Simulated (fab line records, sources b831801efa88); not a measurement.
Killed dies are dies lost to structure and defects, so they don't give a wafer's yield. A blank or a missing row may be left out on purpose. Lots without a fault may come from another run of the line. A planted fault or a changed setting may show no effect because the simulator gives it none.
Which tool did it? | flow gf180mcu | 13 lots, 39 wafers sampled, at 4 steps of a route of 602

WHAT THE GAUGES READ, wafer by wafer
GF_VT_IMPLANT_RS_MEAS_49: measures by four-point-probe.
lot  | measured     | on            | MVPSD_RS (ohm/sq)
L993 | day 7 14:34  | film_metro-02 | 1174 1172 1172
L994 | day 7 20:48  | film_metro-02 | 1170 1169 1170
L995 | day 7 23:00  | film_metro-02 | 1165 1171 1166
L997 | day 8 16:08  | film_metro-04 | 1162 1167 1166
L998 | day 8 20:57  | film_metro-02 | 1162 1164 1168
L999 | day 9 03:51  | film_metro-03 | 1171 1172 1171
L102 | day 10 02:22 | film_metro-02 | 1171 1171 1173
L108 | day 11 17:36 | film_metro-04 | 1215 1214 1211
L109 | day 12 03:02 | film_metro-04 | 1209 1211 1209
L111 | day 12 14:01 | film_metro-04 | 1173 1172 1169
L113 | day 13 05:19 | film_metro-04 | 1174 1170 1168
L114 | day 13 10:27 | film_metro-02 | 1165 1165 1167
L115 | day 13 16:36 | film_metro-03 | 1170 1168 1169

GF_V1_BOW_MEAS_05.
lot  | measured     | on            | V1_BOW (um)
L993 | day 17 00:42 | film_metro-04 | 76 78 77
L994 | day 17 11:49 | film_metro-02 | 80 90 77
L995 | day 17 16:14 | film_metro-04 | 80 83 67
L997 | day 18 12:07 | film_metro-04 | 85 85 89
L998 | day 18 20:39 | film_metro-04 | 75 77 74
L999 | day 19 06:59 | film_metro-01 | 94 86 92
L102 | day 20 12:14 | film_metro-02 | 78 86 72
L108 | day 22 21:16 | film_metro-01 | 83 81 79
L109 | day 23 06:09 | film_metro-01 | 89 82 84
L111 | day 23 18:55 | film_metro-02 | 69 75 66
L113 | day 24 08:50 | film_metro-02 | 96 81 71
L114 | day 24 13:53 | film_metro-01 | 79 76 77
L115 | day 24 21:08 | film_metro-04 | 78 83 81

WHICH TOOL RAN EACH LOT (tool, then ch and the chambers of the sampled wafers, then the start)
lot  | GF_MVPSD_IMPLANT_09             | GF_V1_CMP_04
L993 | implanter-01 ch 0, day 5 01:44  | cmp-02 ch 1,2, day 17 00:23
L994 | implanter-02 ch 0, day 5 06:40  | cmp-01 ch 0,2,3, day 17 11:33
L995 | implanter-01 ch 0, day 5 08:53  | cmp-02 ch 0,1,2, day 17 16:02
L997 | implanter-03 ch 0, day 5 23:25  | cmp-01 ch 0,1, day 18 11:48
L998 | implanter-03 ch 0, day 6 04:43  | cmp-01 ch 1,2, day 18 20:21
L999 | implanter-03 ch 0, day 6 11:41  | cmp-01 ch 0,1,2, day 19 06:47
L102 | implanter-01 ch 0, day 7 06:17  | cmp-02 ch 0,1, day 20 11:53
L108 | implanter-03 ch 0, day 8 17:20  | cmp-02 ch 0,1,2, day 22 20:57
L109 | implanter-03 ch 0, day 9 00:57  | cmp-01 ch 2,3, day 23 05:51
L111 | implanter-01 ch 0, day 9 11:18  | cmp-02 ch 1,2,3, day 23 18:37
L113 | implanter-01 ch 0, day 10 01:05 | cmp-01 ch 0,1,2, day 24 08:32
L114 | implanter-01 ch 0, day 10 05:50 | cmp-01 ch 1,2,3, day 24 13:40
L115 | implanter-02 ch 0, day 10 11:24 | cmp-02 ch 1,2, day 24 20:50
- GF_MVPSD_IMPLANT_09
- GF_V1_CMP_04: polishes SiO2.

WHAT THE TOOLS THEMSELVES READ (means of the sampled wafers that have a number; where no wafer has one, the mark that the record gives instead)
GF_MVPSD_IMPLANT_09.
lot  | tool         | beam_on_s (s) | faraday_current_uA
L993 | implanter-01 | 10.03         | 28.1
L994 | implanter-02 | 9.90          | 28.5
L995 | implanter-01 | 9.80          | 28.7
L997 | implanter-03 | 10.20         | 27.6
L998 | implanter-03 | 10.02         | 28.2
L999 | implanter-03 | 10.02         | 28.1
L102 | implanter-01 | 9.84          | 28.7
L108 | implanter-03 | 8.26          | 34.1
L109 | implanter-03 | 8.11          | 34.8
L111 | implanter-01 | 9.97          | 28.4
L113 | implanter-01 | 10.14         | 27.7
L114 | implanter-01 | 10.07         | 28.1
L115 | implanter-02 | 10.18         | 27.7

GF_V1_CMP_04.
lot  | tool   | head_pressure_psi (psi) | motor_current_A (A) | slurry_filter_dp_kPa (kPa) | time_to_endpoint_s (s)
L993 | cmp-02 | 4.008                   | 12.0                | 13.52                      | 84
L994 | cmp-01 | 3.997                   | 10.8                | 13.52                      | 84
L995 | cmp-02 | 3.986                   | 12.3                | 13.54                      | 82
L997 | cmp-01 | 3.995                   | 11.0                | 13.61                      | 80
L998 | cmp-01 | 4.010                   | 10.8                | 13.66                      | 85
L999 | cmp-01 | 3.995                   | 10.9                | 13.52                      | 80
L102 | cmp-02 | 3.998                   | 13.2                | 13.44                      | 84
L108 | cmp-02 | 3.992                   | 12.2                | 13.59                      | 78
L109 | cmp-01 | 4.000                   | 10.7                | 13.53                      | 87
L111 | cmp-02 | 4.000                   | 12.9                | 13.51                      | 79
L113 | cmp-01 | 3.999                   | 11.1                | 13.49                      | 85
L114 | cmp-01 | 4.004                   | 11.1                | 13.48                      | 85
L115 | cmp-02 | 3.996                   | 12.0                | 13.67                      | 79

THE ANSWER, worked out from the rows above alone
Rule: what is usual is taken from the lots themselves. Put in order of their means at a reading, lots are off if they are a third of the lots or fewer, leave a main group of 4 or more, and stand apart from it by a gap of 3 or more times the standard deviation of the main group's means; of several such gaps the widest counts. A main group whose means are all the same, to the digits that the tables above print for the reading, isn't used. A lot without any number at a reading at which 4 lots or more have one is off too. The other lots that the step has rows for count as sound. The gauges are gone through in route order, then the tools' own readings, and for those a lot's mean is taken as printed above. The first step at which some lot is off is used, and at that step the reading that is off furthest; a lot without a number counts as furthest.
Off: L108, L109, at GF_VT_IMPLANT_RS_MEAS_49 (MVPSD_RS). The main group: mean 1169 ohm/sq, standard deviation 2.8.
A tool fits if, at a process step before that reading, it ran every lot that is off, and no sound lot after the first of them. The gauges at GF_VT_IMPLANT_RS_MEAS_49 aren't tried: what is off there is off at GF_MVPSD_IMPLANT_09 too, on other tools, and a gauge's error can't cause that. One fits: implanter-03 at GF_MVPSD_IMPLANT_09. Its last sound lot is L999 (day 6 11:41), its first lot that is off L108 (day 8 17:20): a fault that began between those two fits.
The tool's own readings at GF_MVPSD_IMPLANT_09 bear it out: on the lots that are off they differ by more than 5 times the standard deviation of the sound lots' means. beam_on_s reads 8.18 s there against 10.02 s on the sound lots; faraday_current_uA reads 34.5 there against 28.2 on the sound lots.

WHAT THE SIMULATOR HAD PUT IN
Process parameter drift: implanter-03, from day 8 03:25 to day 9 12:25, at GF_MVPSD_IMPLANT_09. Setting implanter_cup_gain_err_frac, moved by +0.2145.
Lots struck among those shown: L108, L109. The rule above found the same.
